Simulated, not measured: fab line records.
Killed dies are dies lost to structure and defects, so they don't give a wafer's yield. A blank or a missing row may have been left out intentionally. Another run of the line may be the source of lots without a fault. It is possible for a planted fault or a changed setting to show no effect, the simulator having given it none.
fab line records    flow sky130    part 1 of 2: steps 1 to 27 of 38
record: lots: 5  wafers: 15  last-day: 50
route steps=708 shown CAP2M@619 METAL4@621 VIA4@639
lots that met no fault: taken from a fault-free run of the same line
start-h: start of the lot's first displayed wafer, in hours after the record's first day    wait-h: time in hours since the lot's previous step    " unchanged from the row above    L1.1+2: a single row standing in for several wafers    - value missing, or start not given    * or withheld: withheld    < > ~ a bound
route shown NAME@n: NAME is a module with steps in the file, n the number in the route of the first one    usual: mean/standard deviation taken from wafers without a fault    same: alike in all rows    chamber/n: place in a boat    sites: each site's reading    _std_site: the standard deviation of these    _edge_site: outer sites' mean less inner sites'    radius-mm: how far each site lies from the wafer's centre    mask NAME#n: copy n    behind: tool/chamber where the wafer was last shaped    hold: the reason the lot was held/the length of the hold in hours/how it ended    device: whichever transistor did not switch (one of n, p or np)    end of line: the same wafers' tests at the end of the route    for a step that has no rows: nothing shown but its recipe    killed: dies lost to structure and defects at the first sort, not the wafer's yield    map: shows each die of a wafer: x if killed, . if not, _ if none is there
set.NAME: the setting that was run; set.NAME@STEP: the one run at that earlier step    model.NAME: the simulator's own value behind a step, which no gauge read
lots at some steps of the route; a table a step, a row a wafer
services: the hour from which a tool's chamber was out of use, counted from the record's first day as start-h (under 0 if before that day), plus the number of hours and why
== steps ==
step: SKY_CAP2M_CLEAN_16
recipe: chemistry: IPA  time-s: 180  temp-c: 25
lot.wafer   tool          chamber  start-h  wait-h
L084.1+2+3  wet-bench-01  2        1030.08  0.0
L086.2+4+5  wet-bench-02  3        1037.11  0.0
L089.3+4+5  wet-bench-01  0        1057.31  0.0
L090.1+3+6  wet-bench-03  0        1058.08  0.0
L097.1+3+6  wet-bench-02  0        1098.33  0.0
step: SKY_CAP2M_CLEAN_17
recipe: chemistry: O3/DIW  dry: n2-spin
lot.wafer   tool          chamber  start-h  wait-h
L084.1+2+3  wet-bench-03  0        1030.14  0.0
L086.2+4+5  wet-bench-01  3        1037.17  0.0
L089.3+4+5  wet-bench-02  3        1057.37  0.0
L090.1+3+6  wet-bench-02  1        1058.14  0.0
L097.1+3+6  wet-bench-03  3        1098.39  0.0
step: SKY_METAL4_DEHYDRATE_05
recipe: temp-c: 200  time-s: 60
usual: heater-power-total-W: 160.39/0.14
lot.wafer  tool            chamber  start-h  wait-h  heater-power-total-W
L084.1     litho-track-02  0        1040.78  10.5    160.52
L084.2     "               0        "        "       160.34
L084.3     "               0        "        "       160.51
L086.2     litho-track-03  0        1047.30  10.0    160.33
L086.4     "               0        "        "       160.12
L086.5     "               0        "        "       160.30
L089.3     litho-track-04  0        1067.68  10.2    160.23
L089.4     "               0        "        "       160.19
L089.5     "               0        "        "       160.18
L090.1     litho-track-03  0        1068.17  9.9     160.55
L090.3     "               0        "        "       160.22
L090.6     "               0        "        "       160.48
L097.1     litho-track-02  0        1107.78  9.3     160.67
L097.3     "               0        "        "       160.61
L097.6     "               0        "        "       160.46
step: SKY_METAL4_HMDS_06
recipe: prime-time-s: 60  prime-temp-c: 120
lot.wafer   tool            chamber  start-h  wait-h
L084.1+2+3  litho-track-02  0        1040.93  0.1
L086.2+4+5  litho-track-03  0        1047.45  0.1
L089.3+4+5  litho-track-04  0        1067.83  0.1
L090.1+3+6  litho-track-03  0        1068.32  0.1
L097.1+3+6  litho-track-02  0        1107.93  0.1
step: SKY_METAL4_COAT_07
recipe: resist: BARC  temp-c: withheld  time-s: withheld  spin-rpm: 3000  resist-thk-nm: 60
lot.wafer   tool            chamber  start-h  wait-h
L084.1+2+3  litho-track-02  0        1041.08  0.1
L086.2+4+5  litho-track-03  0        1047.60  0.1
L089.3+4+5  litho-track-04  0        1067.98  0.1
L090.1+3+6  litho-track-03  0        1068.47  0.1
L097.1+3+6  litho-track-02  0        1108.08  0.1
step: SKY_METAL4_COAT_08
recipe: resist: KrF-thick  spin-rpm: 3000  resist-thk-nm: 1140
lot.wafer   tool            chamber  start-h  wait-h
L084.1+2+3  litho-track-02  0        -        -
L086.2+4+5  litho-track-03  0        -        -
L089.3+4+5  litho-track-04  0        -        -
L090.1+3+6  litho-track-03  0        -        -
L097.1+3+6  litho-track-02  0        -        -
step: SKY_METAL4_SOFTBAKE_09
recipe: temp-c: 100  time-s: 90  resist: KrF-thick
usual: heater-power-total-W: 57.34/0.11
lot.wafer  tool            chamber  start-h  wait-h  heater-power-total-W
L084.1     litho-track-02  0        -        -       57.25
L084.2     "               0        "        "       57.31
L084.3     "               0        "        "       57.32
L086.2     litho-track-03  0        -        -       57.47
L086.4     "               0        "        "       57.49
L086.5     "               0        "        "       57.30
L089.3     litho-track-04  0        -        -       57.22
L089.4     "               0        "        "       57.55
L089.5     "               0        "        "       57.26
L090.1     litho-track-03  0        -        -       57.08
L090.3     "               0        "        "       57.41
L090.6     "               0        "        "       57.29
L097.1     litho-track-02  0        -        -       57.34
L097.3     "               0        "        "       57.30
L097.6     "               0        "        "       57.42
step: SKY_METAL4_EXPOSE_10
recipe: mask-id: MM4  na: 0.68  source-shape: annular  sigma-inner: 0.4  sigma-outer: 0.8  target-cd-nm: 300  dose-mj: 28
usual: focus-offset-nm: 0.0/0.58
same: na: 0.68
lot.wafer  tool            chamber  start-h  wait-h  mask   focus-offset-nm
L084.1     krf-scanner-01  0        -        -       MM4#0  1.0
L084.2     "               0        "        "       MM4#0  0.5
L084.3     "               0        "        "       MM4#0  0.5
L086.2     krf-scanner-02  0        -        -       MM4#0  0.5
L086.4     "               0        "        "       MM4#0  0.5
L086.5     "               0        "        "       MM4#0  -0.4
L089.3     krf-scanner-01  0        -        -       MM4#0  -0.3
L089.4     "               0        "        "       MM4#0  -0.1
L089.5     "               0        "        "       MM4#0  -0.1
L090.1     krf-scanner-01  0        -        -       MM4#0  0.0
L090.3     "               0        "        "       MM4#0  -0.3
L090.6     "               0        "        "       MM4#0  0.9
L097.1     krf-scanner-01  0        -        -       MM4#0  -0.5
L097.3     "               0        "        "       MM4#0  1.1
L097.6     "               0        "        "       MM4#0  -0.1
step: SKY_METAL4_PEB_11
recipe: peb-temp-c: withheld  peb-time-s: withheld  resist: KrF-thick
lot.wafer   tool            chamber  start-h  wait-h
L084.1+2+3  litho-track-03  0        -        -
L086.2+4+5  litho-track-04  0        -        -
L089.3+4+5  litho-track-03  0        -        -
L090.1+3+6  litho-track-02  0        -        -
L097.1+3+6  litho-track-02  0        -        -
step: SKY_METAL4_DEVELOP_12
recipe: develop-time-s: 60  resist: KrF-thick  dev-temp-c: 21
lot.wafer   tool            chamber  start-h  wait-h
L084.1+2+3  litho-track-03  0        -        -
L086.2+4+5  litho-track-04  0        -        -
L089.3+4+5  litho-track-03  0        -        -
L090.1+3+6  litho-track-02  0        -        -
L097.1+3+6  litho-track-02  0        -        -
step: SKY_METAL4_CD_MEAS_13
recipe: target-cd-nm: 300
usual: cd-nm: 300.2/1.2
lot.wafer  tool       chamber  start-h  wait-h  cd-nm
L084.1     cd-sem-02  -        1052.52  -       302.1
L084.2     "          -        "        "       301.6
L084.3     "          -        "        "       302.2
L086.2     cd-sem-01  -        1058.50  -       300.3
L086.4     "          -        "        "       300.3
L086.5     "          -        "        "       301.4
L089.3     cd-sem-01  -        1079.06  -       299.3
L089.4     "          -        "        "       299.3
L089.5     "          -        "        "       299.1
L090.1     cd-sem-02  -        1079.38  -       299.7
L090.3     "          -        "        "       300.7
L090.6     "          -        "        "       298.6
L097.1     cd-sem-01  -        1118.68  -       298.9
L097.3     "          -        "        "       299.7
L097.6     "          -        "        "       299.9
step: SKY_METAL4_OVL_MEAS_14
usual: METAL4_OVL: -1/4.8
lot.wafer  tool        chamber  start-h  wait-h  METAL4_OVL[nm]
L084.1     overlay-01  -        1052.64  0.1     9
L084.2     "           -        "        "       2
L084.3     "           -        "        "       6
L086.2     overlay-02  -        1058.61  0.1     -1
L086.4     "           -        "        "       -8
L086.5     "           -        "        "       -2
L089.3     overlay-02  -        1079.16  0.1     -4
L089.4     "           -        "        "       -5
L089.5     "           -        "        "       -3
L090.1     overlay-01  -        1079.50  0.1     1
L090.3     "           -        "        "       5
L090.6     "           -        "        "       5
L097.1     overlay-02  -        1118.80  0.1     -3
L097.3     "           -        "        "       -3
L097.6     "           -        "        "       -6
step: SKY_METAL4_DESCUM_15
recipe: chemistry: O2  source-power-w: 150  bias-power-w: 0  pressure-mtorr: 10  temp-c: 40  time-s: 8
usual: chamber-pressure-mTorr: 10.000/0.009  drypump-motor-current-A: 6.0/0.34  oes-product-au: 1.001/0.0063
lot.wafer  tool          chamber  start-h  wait-h  chamber-pressure-mTorr  drypump-motor-current-A  oes-product-au  rf-hours-counter-h
L084.1     rie-metal-01  1        1052.68  0.0     10.000                  6.0                      1.012           20
L084.2     "             1        "        "       10.002                  6.0                      1.000           -
L084.3     "             1        "        "       10.001                  6.0                      1.008           -
L086.2     rie-metal-01  1        1058.65  0.0     10.003                  5.9                      1.005           -
L086.4     "             1        "        "       9.999                   6.0                      1.005           -
L086.5     "             1        "        "       9.999                   5.9                      1.000           -
L089.3     rie-metal-02  1        1079.20  0.0     9.996                   6.0                      0.997           -
L089.4     "             1        "        "       9.985                   6.0                      1.000           -
L089.5     "             1        "        "       10.004                  6.0                      0.994           -
L090.1     rie-metal-02  1        1079.53  0.0     10.007                  6.0                      0.995           15
L090.3     "             1        "        "       9.998                   6.0                      0.992           -
L090.6     "             1        "        "       9.998                   6.0                      0.996           -
L097.1     rie-metal-03  0        1118.83  0.0     9.994                   5.7                      0.995           17
L097.3     "             1        "        "       9.986                   6.6                      1.014           -
L097.6     "             1        "        "       10.009                  6.6                      1.009           -
step: SKY_METAL4_ETCH_16
recipe: chemistry: N2/H2  target: BARC  ion-energy-ev: 200  bias-w: 100  pressure-mtorr: 30  n2-flow-sccm: 100  h2-flow-sccm: 200  icp-w: 500  stop-on: SiO2  time-s: 88.2  target-depth-a: 600
usual: chamber-pressure-mTorr: 29.999/0.026  drypump-motor-current-A: 6.0/0.35  n2-flow-sccm: 99.93/0.29  oes-product-au: 0.626/0.0052  throttle-valve-pct: 13.204/0.0094
lot.wafer  tool          chamber  start-h  wait-h  chamber-pressure-mTorr  drypump-motor-current-A  n2-flow-sccm  oes-product-au  rf-hours-counter-h  throttle-valve-pct
L084.1     rie-metal-01  1        1052.74  0.1     30.040                  6.0                      100.04        0.620           20                  13.190
L084.2     "             1        "        "       30.062                  6.0                      100.41        0.623           -                   13.205
L084.3     "             1        "        "       29.988                  6.0                      100.12        0.621           -                   13.197
L086.2     rie-metal-01  1        1058.73  0.1     30.024                  6.0                      99.72         0.622           -                   13.198
L086.4     "             1        "        "       30.046                  6.0                      99.71         0.627           -                   13.197
L086.5     "             1        "        "       30.042                  6.0                      99.81         0.626           -                   13.209
L089.3     rie-metal-02  1        1079.31  0.1     29.997                  6.0                      100.04        0.628           -                   13.201
L089.4     "             1        "        "       29.966                  6.0                      99.99         0.622           -                   13.205
L089.5     "             1        "        "       29.970                  6.0                      100.11        0.631           -                   13.206
L090.1     rie-metal-02  1        1079.60  0.1     30.001                  6.0                      99.67         0.621           15                  13.194
L090.3     "             1        "        "       30.002                  6.0                      99.50         0.622           -                   13.228
L090.6     "             1        "        "       29.991                  6.0                      99.79         0.628           -                   13.200
L097.1     rie-metal-03  0        1118.87  0.0     29.992                  5.7                      100.17        0.620           17                  13.188
L097.3     "             1        "        "       29.966                  6.7                      100.28        0.624           -                   13.213
L097.6     "             1        "        "       29.974                  6.7                      99.91         0.627           -                   13.191
step: SKY_METAL4_ETCH_17
recipe: target: SiO2  stop-on: TiN  chemistry: C4F8/O2/Ar  source-w: 1500  bias-w: 1200  pressure-mtorr: 40  c4f8-flow-sccm: withheld  O2_flow_sccm: 6  Ar_flow_sccm: 300  time-s: 3.9  target-depth-a: 150
usual: chamber-pressure-mTorr: 40.00/0.037  oes-product-au: 0.754/0.0063
lot.wafer  tool         chamber  start-h  wait-h  chamber-pressure-mTorr  oes-product-au  rf-hours-counter-h
L084.1     rie-diel-01  1        1052.94  0.2     40.01                   0.734           18
L084.2     "            2        "        "       39.95                   0.744           23
L084.3     "            3        "        "       40.02                   0.742           14
L086.2     rie-diel-03  2        1058.90  0.1     39.95                   0.757           15
L086.4     "            3        "        "       40.02                   0.747           25
L086.5     "            1        "        "       39.98                   0.753           -
L089.3     rie-diel-02  1        1079.44  0.1     39.96                   0.755           9
L089.4     "            2        "        "       39.97                   0.752           15
L089.5     "            2        "        "       39.94                   0.763           -
L090.1     rie-diel-01  3        1079.79  0.2     40.02                   0.741           15
L090.3     "            1        "        "       40.00                   0.749           19
L090.6     "            1        "        "       39.98                   0.763           -
L097.1     rie-diel-03  1        1118.96  0.1     39.99                   0.751           16
L097.3     "            2        "        "       40.01                   0.752           17
L097.6     "            3        "        "       39.98                   0.758           -
step: SKY_METAL4_METAL_ETCH_18
recipe: target-depth-a: 8450  stop-on: SiO2  over-etch-frac: 0.3  time-s: 183.1  chemistry: Cl2/BCl3  resist-sidewall-deg: 88  pressure-mtorr: 10  icp-w: 900  bias-w: 48.5  Cl2_flow_sccm: 60  bcl3-flow-sccm: 30
usual: chamber-pressure-mTorr: 9.999/0.01  drypump-motor-current-A: 6.0/0.33  oes-product-au: 0.865/0.0069  throttle-valve-pct: 22.265/0.0086
lot.wafer  tool          chamber  start-h  wait-h  chamber-pressure-mTorr  drypump-motor-current-A  oes-product-au  rf-hours-counter-h  throttle-valve-pct
L084.1     rie-metal-03  0        1052.96  0.0     9.982                   5.7                      0.861           12                  22.266
L084.2     "             1        "        "       9.996                   6.7                      0.861           9                   22.258
L084.3     "             0        "        "       9.999                   5.7                      0.865           -                   22.262
L086.2     rie-metal-02  0        1058.91  0.0     9.993                   5.6                      0.869           25                  22.270
L086.4     "             1        "        "       10.009                  6.0                      0.863           -                   22.265
L086.5     "             1        "        "       9.980                   6.0                      0.876           -                   22.275
L089.3     rie-metal-01  0        1079.52  0.1     10.008                  6.0                      0.868           -                   22.271
L089.4     "             1        "        "       9.997                   6.0                      0.866           -                   22.258
L089.5     "             0        "        "       10.000                  6.1                      0.859           -                   22.264
L090.1     rie-metal-01  0        1079.81  0.0     9.997                   6.1                      0.864           1                   22.262
L090.3     "             1        "        "       10.003                  6.0                      0.873           -                   22.278
L090.6     "             0        "        "       9.991                   6.1                      0.863           -                   22.262
L097.1     rie-metal-01  0        1118.98  0.0     9.985                   6.1                      0.872           4                   22.255
L097.3     "             1        "        "       9.986                   6.0                      0.870           -                   22.273
L097.6     "             0        "        "       9.985                   6.0                      0.866           -                   22.270
step: SKY_METAL4_STRIP_19
recipe: chemistry: O2/N2  power-w: 1400  pressure-mtorr: 1500  platen-temp-c: withheld  o2-flow-sccm: 3000  n2-flow-sccm: 300  overash-fraction: 0.5
usual: chamber-pressure-mTorr: 1499.8/1.4  drypump-motor-current-A: 5.6/0.38  n2-flow-sccm: 300.0/0.96  oes-product-au: 0.503/0.005  strip-time-to-endpoint-s: 6.54/0.045
lot.wafer  tool             chamber  start-h  wait-h  chamber-pressure-mTorr  drypump-motor-current-A  n2-flow-sccm  oes-product-au  rf-hours-counter-h  strip-time-to-endpoint-s
L084.1     plasma-asher-04  1        1053.14  0.1     1502.7                  6.0                      300.4         0.506           62                  6.54
L084.2     "                0        "        "       1499.6                  5.8                      301.1         0.506           62                  6.54
L084.3     "                0        "        "       1498.6                  5.8                      300.9         0.502           -                   6.53
L086.2     plasma-asher-02  0        1059.09  0.1     1499.8                  5.7                      299.2         0.500           97                  6.52
L086.4     "                0        "        "       1501.9                  5.7                      300.6         0.503           -                   6.58
L086.5     "                0        "        "       1500.3                  5.7                      300.0         0.501           -                   6.50
L089.3     plasma-asher-02  0        1079.67  0.1     1498.8                  5.7                      298.7         0.510           -                   6.58
L089.4     "                1        "        "       1500.9                  5.8                      300.0         0.496           -                   6.53
L089.5     "                0        "        "       1498.3                  5.7                      300.4         0.505           -                   6.52
L090.1     plasma-asher-04  1        1079.99  0.1     1500.1                  6.0                      299.8         0.501           64                  6.54
L090.3     "                0        "        "       1502.3                  5.8                      298.6         0.504           -                   6.59
L090.6     "                1        "        "       1499.5                  6.0                      300.0         0.503           -                   6.57
L097.1     plasma-asher-03  1        1119.16  0.1     1501.0                  5.8                      299.3         0.500           5                   6.55
L097.3     "                0        "        "       1500.3                  4.9                      300.3         0.510           -                   6.58
L097.6     "                0        "        "       1500.0                  4.9                      300.7         0.503           -                   6.60
step: SKY_METAL4_STRIP_20
recipe: chemistry: post-etch-residue-remover  time-s: 1200  temp-c: 72.5
lot.wafer   tool          chamber  start-h  wait-h
L084.1+2+3  wet-bench-02  0        1053.24  0.1
L086.2+4+5  wet-bench-04  1        1059.19  0.1
L089.3+4+5  wet-bench-02  0        1079.74  0.0
L090.1+3+6  wet-bench-03  3        1080.09  0.1
L097.1+3+6  wet-bench-03  3        1119.26  0.1
step: SKY_METAL4_CLEAN_21
recipe: chemistry: IPA  time-s: 180  temp-c: 25
lot.wafer   tool          chamber  start-h  wait-h
L084.1+2+3  wet-bench-03  3        1053.58  0.0
L086.2+4+5  wet-bench-02  0        1059.53  0.0
L089.3+4+5  wet-bench-04  3        1080.08  0.0
L090.1+3+6  wet-bench-02  3        1080.43  0.0
L097.1+3+6  wet-bench-02  3        1119.60  0.0
step: SKY_METAL4_CLEAN_22
recipe: chemistry: O3/DIW  dry: n2-spin
lot.wafer   tool          chamber  start-h  wait-h
L084.1+2+3  wet-bench-02  0        1053.64  0.0
L086.2+4+5  wet-bench-04  0        1059.60  0.0
L089.3+4+5  wet-bench-02  0        1080.19  0.0
L090.1+3+6  wet-bench-04  0        1080.49  0.0
L097.1+3+6  wet-bench-04  2        1119.66  0.0
step: SKY_VIA4_HDPCVD_00
recipe: material: SiO2  target-thk-nm: 1750  sigma-open-frac: 0.3  time-s: 291.7  temp-c: 400  sih4-flow-sccm: 60  pressure-mtorr: 6
usual: sih4-flow-sccm: 60.00/0.17
lot.wafer  tool       chamber  start-h  wait-h  sih4-flow-sccm
L084.1     hdpcvd-02  1        1053.73  0.0     60.13
L084.2     "          2        "        "       60.06
L084.3     "          0        "        "       60.00
L086.2     hdpcvd-02  2        1059.69  0.0     59.82
L086.4     "          0        "        "       60.17
L086.5     "          2        "        "       59.95
L089.3     hdpcvd-02  0        1080.29  0.0     60.19
L089.4     "          2        "        "       59.89
L089.5     "          1        "        "       59.71
L090.1     hdpcvd-02  1        1080.67  0.0     60.09
L090.3     "          2        "        "       60.01
L090.6     "          2        "        "       60.07
L097.1     hdpcvd-01  2        1119.75  0.0     60.19
L097.3     "          0        "        "       59.75
L097.6     "          2        "        "       60.19
step: SKY_VIA4_THK_MEAS_01
recipe: reads: SiO2_of_VIA4_HDPCVD_00
usual: VIA4_HDPCVD_THK: 1766/12
lot.wafer  tool           chamber  start-h  wait-h  VIA4_HDPCVD_THK[nm]
L084.1     film-metro-01  -        1053.91  0.1     1769
L084.2     "              -        "        "       1765
L084.3     "              -        "        "       1758
L086.2     film-metro-01  -        1059.88  0.1     1787
L086.4     "              -        "        "       1791
L086.5     "              -        "        "       1763
L089.3     film-metro-02  -        1080.48  0.1     1779
L089.4     "              -        "        "       1801
L089.5     "              -        "        "       1789
L090.1     film-metro-03  -        1080.85  0.1     1764
L090.3     "              -        "        "       1762
L090.6     "              -        "        "       1781
L097.1     film-metro-01  -        1119.93  0.1     1768
L097.3     "              -        "        "       1779
L097.6     "              -        "        "       1770
step: SKY_VIA4_CMP_02
recipe: material: SiO2  down-force-psi: 4  platen-rpm: 60  pad-velocity-m-s: 0.94248
usual: motor-current-A: 12.0/1.8  retaining-ring-pressure-frac: 0.999/0.0048
lot.wafer  tool    chamber  start-h  wait-h  motor-current-A  retaining-ring-pressure-frac
L084.3     cmp-01  2        1053.97  0.0     13.3             1.002
L084.2     "       0        "        "       9.9              0.993
L084.1     "       1        "        "       12.3             1.003
L086.2     cmp-02  1        1059.98  0.1     13.1             0.997
L086.4     "       3        "        "       13.7             1.002
L086.5     "       0        "        "       11.7             1.006
L089.3     cmp-01  1        1080.52  0.0     12.3             0.995
L089.4     "       3        "        "       9.3              0.996
L089.5     "       2        "        "       13.5             0.990
L090.1     cmp-01  1        1080.91  0.1     13.1             0.999
L090.3     "       2        "        "       13.0             0.998
L090.6     "       1        "        "       12.2             1.000
L097.1     cmp-01  2        1119.99  0.1     13.1             0.999
L097.3     "       3        "        "       9.7              0.994
L097.6     "       3        "        "       9.4              1.002
step: SKY_VIA4_BOW_MEAS_03
recipe: mode: bow
usual: VIA4_BOW: 81/7
lot.wafer  tool           chamber  start-h  wait-h  VIA4_BOW[um]
L084.1     film-metro-03  -        1054.27  0.1     78
L084.2     "              -        "        "       76
L084.3     "              -        "        "       78
L086.2     film-metro-01  -        1060.25  0.2     81
L086.4     "              -        "        "       69
L086.5     "              -        "        "       72
L089.3     film-metro-01  -        1080.86  0.3     84
L089.4     "              -        "        "       80
L089.5     "              -        "        "       80
L090.1     film-metro-01  -        1081.21  0.2     78
L090.3     "              -        "        "       75
L090.6     "              -        "        "       80
L097.1     film-metro-03  -        1120.29  0.2     67
L097.3     "              -        "        "       88
L097.6     "              -        "        "       86
step: SKY_VIA4_DEHYDRATE_04
recipe: temp-c: 200  time-s: 60
usual: heater-power-total-W: 160.38/0.12
lot.wafer  tool            chamber  start-h  wait-h  heater-power-total-W
L084.1     litho-track-04  0        1063.93  9.6     160.33
L084.2     "               0        "        "       160.46
L084.3     "               0        "        "       160.46
L086.2     litho-track-03  0        1070.15  9.9     160.53
L086.4     "               0        "        "       160.47
L086.5     "               0        "        "       160.21
L089.3     litho-track-01  0        1090.42  9.5     160.56
L089.4     "               0        "        "       160.54
L089.5     "               0        "        "       160.25
L090.1     litho-track-03  0        1090.67  9.4     160.55
L090.3     "               0        "        "       160.39
L090.6     "               0        "        "       160.37
L097.1     litho-track-04  0        1129.03  8.7     160.24
L097.3     "               0        "        "       160.24
L097.6     "               0        "        "       160.37
step: SKY_VIA4_HMDS_05
recipe: prime-time-s: 60  prime-temp-c: 120
lot.wafer   tool            chamber  start-h  wait-h
L084.1+2+3  litho-track-04  0        1064.08  0.1
L086.2+4+5  litho-track-03  0        1070.30  0.1
L089.3+4+5  litho-track-01  0        1090.57  0.1
L090.1+3+6  litho-track-03  0        1090.82  0.1
L097.1+3+6  litho-track-04  0        1129.18  0.1
step: SKY_VIA4_COAT_06
recipe: resist: NOVOLAK  spin-rpm: 3000  resist-thk-nm: 1140
lot.wafer   tool            chamber  start-h  wait-h
L084.1+2+3  litho-track-04  0        1064.23  0.1
L086.2+4+5  litho-track-03  0        1070.45  0.1
L089.3+4+5  litho-track-01  0        1090.72  0.1
L090.1+3+6  litho-track-03  0        1090.97  0.1
L097.1+3+6  litho-track-04  0        1129.33  0.1
